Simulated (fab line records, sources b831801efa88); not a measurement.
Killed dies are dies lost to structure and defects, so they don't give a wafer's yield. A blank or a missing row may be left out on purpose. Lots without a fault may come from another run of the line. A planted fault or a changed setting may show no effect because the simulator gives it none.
fab line records | flow sky130
record lots=6 wafers=18 last_day=50
route steps=708 shown METAL4@627 VIA4@639 PAD_OPEN@708
lots that met no fault: from a run of the same line without faults
start_h: hours from the record's first day to the start of the lot's first wafer shown | wait_h: hours since the lot's step before | " the same as in the row above | L1.1+2: a row that stands for several wafers | - no value, or no start given | * or withheld: withheld | < > ~ a bound
route shown NAME@n: a module of which the file shows steps, and the number in the route of the first | usual: mean/standard deviation of fault-free wafers | same: alike in all rows | chamber/n: place in a boat | sites: the reading at each site | _std_site: their standard deviation | _edge_site: outer sites' mean less inner sites' | radius_mm: how far each site lies from the wafer's centre | mask NAME#n: copy n | behind: the tool/chamber that last shaped the wafer | hold: why the lot was held/for how many hours/how that ended | device: the transistor (n, p or np) that didn't switch | end of line: the same wafers' tests at the end of the route | a step without rows: its recipe alone | killed: dies lost to structure and defects at the first sort, not the wafer's yield | map: a wafer's dies, x killed, . not, _ none there
set.NAME: the setting as run; set.NAME@STEP: as run at that earlier step | model.NAME: the simulator's own value behind a step, which no gauge read
lots at some steps of the route; a table a step, a row a wafer
services: from which hour (start_h, from the record's first day; less than 0 if before it) a tool's chamber was out of use, for how many hours, and why
## steps
# step SKY_METAL4_PEB_11
# recipe peb_temp_c=withheld peb_time_s=withheld resist=KrF-thick
# step SKY_METAL4_DEVELOP_12
# recipe develop_time_s=60 resist=KrF-thick dev_temp_c=21
# step SKY_METAL4_CD_MEAS_13
# recipe target_cd_nm=300
# usual cd_nm=299.9/1.5
# columns lot.wafer tool chamber start_h wait_h cd_nm
L946.2 cd_sem-01 - 1011.73 - 300.4
L946.3 " - " " 299.9
L946.4 " - " " 301.4
L950.1 cd_sem-02 - 1035.57 - 299.5
L950.2 " - " " 300.0
L950.4 " - " " 300.1
L954.3 cd_sem-01 - 1065.86 - 301.5
L954.4 " - " " 300.5
L954.6 " - " " 300.6
L960.3 cd_sem-01 - 1097.36 - 301.9
L960.4 " - " " 302.6
L960.5 " - " " 301.9
L961.3 cd_sem-02 - 1099.30 - 297.9
L961.5 " - " " 297.1
L961.6 " - " " 298.8
L963.1 cd_sem-02 - 1119.67 - 300.0
L963.2 " - " " 298.7
L963.4 " - " " 300.4
# step SKY_METAL4_OVL_MEAS_14
# usual METAL4_OVL=2/5.5
# columns lot.wafer tool chamber start_h wait_h METAL4_OVL[nm]
L946.2 overlay-01 - 1011.84 0.1 2
L946.3 " - " " 3
L946.4 " - " " -2
L950.1 overlay-02 - 1035.69 0.1 -1
L950.2 " - " " -2
L950.4 " - " " 1
L954.3 overlay-01 - 1065.95 0.1 -1
L954.4 " - " " -2
L954.6 " - " " 1
L960.3 overlay-02 - 1097.46 0.1 -3
L960.4 " - " " 1
L960.5 " - " " -2
L961.3 overlay-02 - 1099.39 0.1 -2
L961.5 " - " " 2
L961.6 " - " " 2
L963.1 overlay-02 - 1119.79 0.1 -3
L963.2 " - " " 2
L963.4 " - " " 3
# step SKY_METAL4_DESCUM_15
# recipe chemistry=O2 source_power_w=150 bias_power_w=0 pressure_mtorr=10 temp_c=40 time_s=8
# step SKY_METAL4_ETCH_16
# recipe chemistry=N2/H2 target=BARC ion_energy_ev=200 bias_w=100 pressure_mtorr=30 n2_flow_sccm=100 h2_flow_sccm=200 icp_w=500 stop_on=SiO2 time_s=88.2 target_depth_a=600
# usual drypump_motor_current_A=5.9/0.34 oes_product_au=0.626/0.005 throttle_valve_pct=13.204/0.0088
# columns lot.wafer tool chamber start_h wait_h drypump_motor_current_A oes_product_au rf_hours_counter_h throttle_valve_pct
L946.2 rie_metal-01 0 1011.90 0.0 5.9 0.628 4 13.199
L946.3 " 0 " " 6.0 0.630 - 13.206
L946.4 " 1 " " 6.3 0.621 - 13.210
L950.1 rie_metal-02 0 1035.75 0.0 6.2 0.622 14 13.204
L950.2 " 1 " " 6.1 0.633 15 13.191
L950.4 " 1 " " 6.1 0.628 - 13.201
L954.3 rie_metal-01 0 1066.06 0.1 5.9 0.624 - 13.189
L954.4 " 1 " " 6.3 0.619 - 13.207
L954.6 " 1 " " 6.3 0.634 - 13.198
L960.3 rie_metal-02 1 1097.62 0.1 6.1 0.630 - 13.197
L960.4 " 1 " " 6.0 0.631 - 13.209
L960.5 " 1 " " 6.1 0.629 - 13.206
L961.3 rie_metal-02 0 1099.48 0.0 6.1 0.633 - 13.210
L961.5 " 0 " " 6.2 0.622 - 13.197
L961.6 " 1 " " 6.1 0.630 - 13.206
L963.1 rie_metal-01 1 1119.85 0.0 6.3 0.626 26 13.204
L963.2 " 0 " " 6.0 0.628 12 13.208
L963.4 " 1 " " 6.3 0.631 - 13.211
# step SKY_METAL4_ETCH_17
# recipe target=SiO2 stop_on=TiN chemistry=C4F8/O2/Ar source_w=1500 bias_w=1200 pressure_mtorr=40 c4f8_flow_sccm=withheld O2_flow_sccm=6 Ar_flow_sccm=300 time_s=3.9 target_depth_a=150
# usual oes_product_au=0.754/0.0067
# columns lot.wafer tool chamber start_h wait_h oes_product_au rf_hours_counter_h
L946.2 rie_diel-03 2 1012.00 0.1 0.748 15
L946.3 " 3 " " 0.755 27
L946.4 " 1 " " 0.755 1
L950.1 rie_diel-02 1 1035.85 0.1 0.746 9
L950.2 " 0 " " 0.747 5
L950.4 " 2 " " 0.757 12
L954.3 rie_diel-03 3 1066.15 0.0 0.751 29
L954.4 " 2 " " 0.757 17
L954.6 " 2 " " 0.755 -
L960.3 rie_diel-03 0 1097.75 0.1 0.747 6
L960.4 " 1 " " 0.761 4
L960.5 " 2 " " 0.756 -
L961.3 rie_diel-02 0 1099.55 0.0 0.752 7
L961.5 " 1 " " 0.753 -
L961.6 " 2 " " 0.752 -
L963.1 rie_diel-02 3 1119.95 0.1 0.753 11
L963.2 " 2 " " 0.756 15
L963.4 " 1 " " 0.761 12
# step SKY_METAL4_METAL_ETCH_18
# recipe target_depth_a=8450 stop_on=SiO2 over_etch_frac=0.3 time_s=183.1 chemistry=Cl2/BCl3 resist_sidewall_deg=88 pressure_mtorr=10 icp_w=900 bias_w=48.5 Cl2_flow_sccm=60 bcl3_flow_sccm=30
# usual drypump_motor_current_A=5.9/0.33 oes_product_au=0.867/0.0063 throttle_valve_pct=22.265/0.0084
# columns lot.wafer tool chamber start_h wait_h drypump_motor_current_A oes_product_au rf_hours_counter_h throttle_valve_pct
L946.2 rie_metal-02 1 1012.01 0.0 6.1 0.876 14 22.251
L946.3 " 0 " " 6.2 0.873 - 22.256
L946.4 " 1 " " 6.1 0.872 - 22.256
L950.1 rie_metal-01 1 1035.87 0.0 6.3 0.866 19 22.256
L950.2 " 0 " " 5.9 0.868 6 22.276
L950.4 " 1 " " 6.3 0.860 - 22.268
L954.3 rie_metal-04 1 1066.22 0.1 5.6 0.871 - 22.254
L954.4 " 0 " " 5.3 0.871 - 22.270
L954.6 " 0 " " 5.3 0.877 - 22.279
L960.3 rie_metal-04 1 1097.83 0.1 5.6 0.869 - 22.244
L960.4 " 0 " " 5.3 0.866 - 22.267
L960.5 " 0 " " 5.3 0.879 - 22.261
L961.3 rie_metal-04 0 1099.62 0.1 5.3 0.879 - 22.259
L961.5 " 0 " " 5.3 0.871 - 22.261
L961.6 " 1 " " 5.7 0.868 - 22.252
L963.1 rie_metal-04 0 1119.97 0.0 5.3 0.862 24 22.263
L963.2 " 1 " " 5.6 0.859 23 22.267
L963.4 " 0 " " 5.3 0.861 - 22.267
# step SKY_METAL4_STRIP_19
# recipe chemistry=O2/N2 power_w=1400 pressure_mtorr=1500 platen_temp_c=withheld o2_flow_sccm=3000 n2_flow_sccm=300 overash_fraction=0.5
# usual drypump_motor_current_A=5.19/0.23 o2_flow_sccm=3001/9.2 oes_product_au=0.503/0.0052 strip_time_to_endpoint_s=6.58/0.057
# columns lot.wafer tool chamber start_h wait_h drypump_motor_current_A o2_flow_sccm oes_product_au rf_hours_counter_h strip_time_to_endpoint_s
L946.2 plasma_asher-04 0 1012.19 0.1 5.13 3005 0.496 84 6.47
L946.3 " 1 " " 5.35 2996 0.502 - 6.50
L946.4 " 0 " " 5.12 2989 0.496 - 6.46
L950.1 plasma_asher-04 1 1036.05 0.1 5.37 3005 0.511 87 6.63
L950.2 " 0 " " 5.11 3005 0.505 87 6.55
L950.4 " 0 " " 5.10 3016 0.508 - 6.66
L954.3 plasma_asher-01 1 1066.37 0.1 5.05 3006 0.505 - 6.55
L954.4 " 0 " " 5.07 3017 0.502 - 6.53
L954.6 " 1 " " 5.03 3019 0.496 - 6.51
L960.3 plasma_asher-04 0 1097.98 0.1 5.14 2991 0.500 - 6.62
L960.4 " 1 " " 5.40 2996 0.505 - 6.53
L960.5 " 0 " " 5.13 3000 0.502 - 6.52
L961.3 plasma_asher-02 0 1099.78 0.1 4.93 2991 0.495 - 6.63
L961.5 " 1 " " 5.64 2998 0.507 - 6.62
L961.6 " 0 " " 4.92 2999 0.496 - 6.59
L963.1 plasma_asher-01 0 1120.15 0.1 5.07 2998 0.505 72 6.60
L963.2 " 1 " " 5.02 3016 0.501 72 6.65
L963.4 " 0 " " 5.07 3001 0.507 - 6.65
# step SKY_METAL4_STRIP_20
# recipe chemistry=post_etch_residue_remover time_s=1200 temp_c=72.5
# step SKY_METAL4_CLEAN_21
# recipe chemistry=IPA time_s=180 temp_c=25
# step SKY_METAL4_CLEAN_22
# recipe chemistry=O3/DIW dry=n2_spin
# step SKY_VIA4_HDPCVD_00
# recipe material=SiO2 target_thk_nm=1750 sigma_open_frac=0.3 time_s=291.7 temp_c=400 sih4_flow_sccm=60 pressure_mtorr=6
# usual sih4_flow_sccm=60.00/0.2 susceptor_temp_C=400.00/0.22
# columns lot.wafer tool chamber start_h wait_h sih4_flow_sccm susceptor_temp_C model.SiO2_of_VIA4_HDPCVD_00.thk_nm
L946.2 hdpcvd-01 0 1012.78 0.0 59.79 400.12 1729
L946.3 " 1 " " 59.45 399.97 1714
L946.4 " 2 " " 59.99 400.06 1728
L950.1 hdpcvd-02 2 1037.09 0.0 60.24 400.20 1772
L950.2 " 0 " " 59.88 399.91 1764
L950.4 " 2 " " 60.13 399.78 1761
L954.3 hdpcvd-01 0 1067.02 0.1 59.93 400.15 1744
L954.4 " 1 " " 60.11 399.82 1734
L954.6 " 1 " " 60.42 399.50 1727
L960.3 hdpcvd-02 1 1098.57 0.0 59.97 400.12 1753
L960.4 " 0 " " 60.18 400.02 1739
L960.5 " 2 " " 71.99 400.38 2096
L961.3 hdpcvd-02 1 1100.37 0.0 59.92 399.94 1749
L961.5 " 2 " " 72.01 399.49 2100
L961.6 " 1 " " 59.87 400.17 1742
L963.1 hdpcvd-01 0 1120.74 0.0 59.99 399.74 1733
L963.2 " 2 " " 59.99 399.74 1722
L963.4 " 0 " " 60.08 400.20 1738
# step SKY_VIA4_THK_MEAS_01
# recipe reads=SiO2_of_VIA4_HDPCVD_00
# usual VIA4_HDPCVD_THK=1747/18
# columns lot.wafer tool chamber start_h wait_h VIA4_HDPCVD_THK[nm]
L946.2 film_metro-04 - 1012.97 0.1 1728
L946.3 " - " " 1713
L946.4 " - " " 1728
L950.1 film_metro-04 - 1037.27 0.1 1771
L950.2 " - " " 1765
L950.4 " - " " 1760
L954.3 film_metro-01 - 1067.22 0.1 1744
L954.4 " - " " 1734
L954.6 " - " " 1728
L960.3 film_metro-04 - 1098.77 0.1 1754
L960.4 " - " " 1738
L960.5 " - " " 2097
L961.3 film_metro-01 - 1100.57 0.1 1749
L961.5 " - " " 2099
L961.6 " - " " 1743
L963.1 film_metro-04 - 1120.92 0.1 1733
L963.2 " - " " 1721
L963.4 " - " " 1739
# step SKY_VIA4_CMP_02
# recipe material=SiO2 down_force_psi=4 platen_rpm=60 pad_velocity_m_s=0.94248
# usual head_pressure_psi=3.999/0.0096 motor_current_A=11.3/0.68
# columns lot.wafer tool chamber start_h wait_h head_pressure_psi motor_current_A
L946.4 cmp-01 2 1013.02 0.0 4.015 10.8
L946.2 " 0 " " 3.996 12.4
L946.3 " 1 " " 3.991 10.5
L950.1 cmp-02 3 1037.38 0.1 3.993 11.8
L950.4 " 0 " " 3.991 10.9
L950.2 " 1 " " 3.994 10.4
L954.4 cmp-02 1 1067.26 0.0 3.983 10.8
L954.3 " 3 " " 4.007 11.3
L954.6 " 2 " " 3.991 11.3
L960.3 cmp-02 1 1098.81 0.0 4.014 10.6
L960.4 " 2 " " 4.006 11.7
L960.5 " 1 " " 4.001 11.2
L961.3 cmp-01 0 1100.76 0.2 3.993 11.5
L961.5 " 1 " " 3.993 10.7
L961.6 " 2 " " 4.005 11.2
L963.4 cmp-01 2 1120.98 0.0 3.999 11.2
L963.2 " 3 " " 4.001 12.9
L963.1 " 0 " " 3.983 11.8
# step SKY_PAD_OPEN_PROBE_99
# usual defect_limited_yield=82.4/2.1 killed_at_M0_to_M3=44/7.3 killed_at_M4_up=3.0/1.9 killed_at_contacts=24/5 killed_at_front_end=16/4.5 killed_at_other=0.3/0.46 killed_dies=87/10 killed_on_rim=17/3.5 killed_open=47/8.3 killed_short=39/6.4 sort_bin_3_pad_short=0.8/0.43 sort_bin_5_function=10.5/1.6 sort_bin_6_memory=6.3/1.1 sort_n_pass=405/10 sort_yield_pct=82.4/2.1
# same gross_dies=492 killed_at_back_side=0 sort_bin_4_leakage[%]=0 sort_bin_8_speed[%]=0
# columns lot.wafer tool chamber start_h wait_h defect_limited_yield[%] killed_at_M0_to_M3 killed_at_M4_up killed_at_contacts killed_at_front_end killed_at_other killed_dies killed_on_rim killed_open killed_short sort_bin_3_pad_short[%] sort_bin_5_function[%] sort_bin_6_memory[%] sort_n_pass sort_yield_pct[%]
L946.2 prober-02 - 1105.28 0.1 79.9 52 1 27 19 0 99 14 59 40 1.0 12.0 7.1 393 79.9
L946.3 prober-02 - 1105.33 0.2 82.5 46 0 30 10 0 86 21 49 37 0.8 9.6 7.1 406 82.5
L946.4 prober-02 - 1105.38 0.2 83.7 41 4 25 8 2 80 12 48 32 0.6 9.8 5.9 412 83.7
L950.1 prober-02 - 1124.93 0.1 83.1 39 3 26 14 1 83 19 49 34 0.4 10.2 6.3 409 83.1
L950.2 prober-02 - 1124.98 0.1 80.7 56 1 22 16 0 95 21 54 41 0.8 11.4 7.1 397 80.7
L950.4 prober-02 - 1125.08 0.2 78.0 53 6 29 20 0 108 16 63 45 0.8 12.8 8.3 384 78.0
L960.3 prober-02 - 1177.88 0.2 84.8 35 3 25 12 0 75 14 45 30 0.6 9.8 4.9 417 84.8
L960.4 prober-02 - 1177.93 0.2 83.9 35 4 27 13 0 79 12 43 36 0.6 11.2 4.3 413 83.9
L960.5 prober-02 - 1177.98 0.2 84.3 38 3 21 15 0 77 19 35 42 1.2 9.1 5.3 415 84.3
L963.1 prober-01 - 1195.69 0.1 83.1 41 4 26 12 0 83 12 38 45 1.2 10.4 5.3 409 83.1
L963.2 prober-01 - 1195.74 0.1 82.5 33 7 30 16 0 86 21 43 43 1.0 11.6 4.9 406 82.5
L963.4 prober-01 - 1195.84 0.2 83.5 39 4 18 19 1 81 21 46 35 0.6 9.6 6.3 411 83.5
# killed by level:class
L946.2 VIA1:geometric_particle:open=14 VIA3:geometric_particle:open=12 CONTACT:geometric_particle:open=9 LI_CONTACT:geometric_particle:open=9 FIELD_ISO:geometric_particle:short=6 POLY_GATE:geometric_particle:short=6 METAL1:geometric_particle:short=6 VIA2:geometric_particle:short=6
L946.3 VIA3:geometric_particle:open=11 CONTACT:geometric_particle:short=10 LI_CONTACT:geometric_particle:open=9 VIA1:geometric_particle:open=9 METAL2:geometric_particle:short=7 VIA2:geometric_particle:open=6 CONTACT:geometric_particle:open=6 METAL1:geometric_particle:short=4
L946.4 VIA1:geometric_particle:open=9 VIA2:geometric_particle:open=9 CONTACT:geometric_particle:open=9 LI_CONTACT:geometric_particle:open=8 VIA3:geometric_particle:open=6 CONTACT:geometric_particle:short=5 METAL1:geometric_particle:short=5 METAL2:geometric_particle:short=5
L950.1 VIA1:geometric_particle:open=11 CONTACT:geometric_particle:open=8 LI_CONTACT:geometric_particle:open=7 VIA3:geometric_particle:open=6 LI_CONTACT:geometric_particle:short=5 VIA1:geometric_particle:short=5 METAL1:geometric_particle:short=4 VIA2:geometric_particle:open=4
L950.2 CONTACT:geometric_particle:open=11 VIA1:geometric_particle:open=11 LI_CONTACT:geometric_particle:open=9 VIA1:geometric_particle:short=8 VIA3:geometric_particle:open=8 VIA2:geometric_particle:open=7 POLY_GATE:geometric_particle:short=6 METAL2:geometric_particle:short=6
L950.4 VIA1:geometric_particle:open=15 CONTACT:geometric_particle:open=13 METAL2:geometric_particle:short=10 LI_CONTACT:geometric_particle:open=8 VIA3:geometric_particle:open=7 VIA2:geometric_particle:open=7 POLY_GATE:geometric_particle:short=5 LOCAL_INTERCONNECT:geometric_particle:short=4
L960.3 VIA1:geometric_particle:open=10 CONTACT:geometric_particle:short=8 LI_CONTACT:geometric_particle:open=7 CONTACT:geometric_particle:open=7 VIA2:geometric_particle:open=7 POLY_GATE:geometric_particle:short=4 METAL1:geometric_particle:short=4 VIA1:geometric_particle:short=3
L960.4 CONTACT:geometric_particle:open=11 VIA1:geometric_particle:open=7 POLY_GATE:geometric_particle:short=6 LI_CONTACT:geometric_particle:open=6 VIA2:geometric_particle:open=6 CONTACT:geometric_particle:short=5 POLY_GATE:geometric_particle:open=4 METAL2:geometric_particle:short=4
L960.5 VIA1:geometric_particle:open=8 VIA1:geometric_particle:short=7 CONTACT:geometric_particle:open=6 LI_CONTACT:geometric_particle:short=5 VIA2:geometric_particle:open=5 FIELD_ISO:geometric_particle:open=4 LI_CONTACT:geometric_particle:open=4 CONTACT:geometric_particle:short=4
L963.1 CONTACT:geometric_particle:open=11 METAL1:geometric_particle:short=7 VIA2:geometric_particle:open=6 VIA1:geometric_particle:open=6 CONTACT:geometric_particle:short=6 FIELD_ISO:geometric_particle:short=5 VIA3:geometric_particle:short=5 VIA3:geometric_particle:open=5
L963.2 CONTACT:geometric_particle:open=9 VIA1:geometric_particle:open=8 CONTACT:geometric_particle:short=8 LI_CONTACT:geometric_particle:open=7 VIA3:geometric_particle:open=7 POLY_GATE:geometric_particle:short=6 METAL4:geometric_particle:short=6 LI_CONTACT:geometric_particle:short=5
L963.4 VIA1:geometric_particle:open=10 CONTACT:geometric_particle:open=9 METAL1:geometric_particle:short=8 FIELD_ISO:geometric_particle:open=7 POLY_GATE:geometric_particle:open=4 METAL2:geometric_particle:short=4 VIA1:geometric_particle:short=4 VIA2:geometric_particle:open=4
## services
# columns tool chamber start_h hours kind
cmp-01 - 998.73 6.5 pm
rie_metal-02 0 1000.76 2.1 repair
rie_metal-04 0 1001.77 20.9 repair
rie_metal-02 1 1002.37 5.3 repair
rie_diel-03 - 1008.41 0.1 repair
cmp-02 - 1018.18 8.7 pm
rie_diel-03 3 1023.03 9.2 repair
cmp-01 - 1023.97 0.7 repair
rie_diel-02 - 1024.31 2.8 pm
rie_diel-02 3 1027.67 6.4 repair
rie_metal-02 1 1039.03 55.6 repair
rie_metal-04 - 1041.95 0.6 repair
hdpcvd-02 0 1049.06 4.8 repair
rie_metal-04 - 1051.56 2.8 pm
hdpcvd-01 2 1058.02 5.1 repair
hdpcvd-01 2 1063.26 13.0 repair
rie_diel-02 1 1066.55 4.2 repair
cmp-01 - 1066.92 0.9 repair
rie_diel-02 2 1070.16 1.7 repair
hdpcvd-02 - 1072.59 5.5 pm
rie_metal-02 0 1087.64 10.5 repair
rie_metal-01 - 1091.85 0.4 repair
rie_metal-02 - 1103.74 0.8 repair
rie_metal-04 - 1112.43 0.7 repair
## key
first_sign step=SKY_VIA4_HDPCVD_00 reading=sih4_flow_sccm direction=up sigmas=60 usual=60.00 struck=72.00
effect step=SKY_VIA4_THK_MEAS_01 reading=VIA4_HDPCVD_THK direction=up sigmas=19 usual=1747 struck=2098
model_effect step=SKY_VIA4_HDPCVD_00 value=SiO2_of_VIA4_HDPCVD_00.thk_nm without=1748 struck=2098
met_at SKY_VIA4_HDPCVD_00
struck_wafers L960.5,L961.5
onset_between 1037.09 1098.57
fault kind=process_parameter_drift tool=hdpcvd-02 chamber=2 onset_h=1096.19 steps=SKY_VIA4_HDPCVD_00 channel=sih4_flow_sccm offset=12 shape=step end_h=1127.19 acts_in=these_recipes_only stated=60
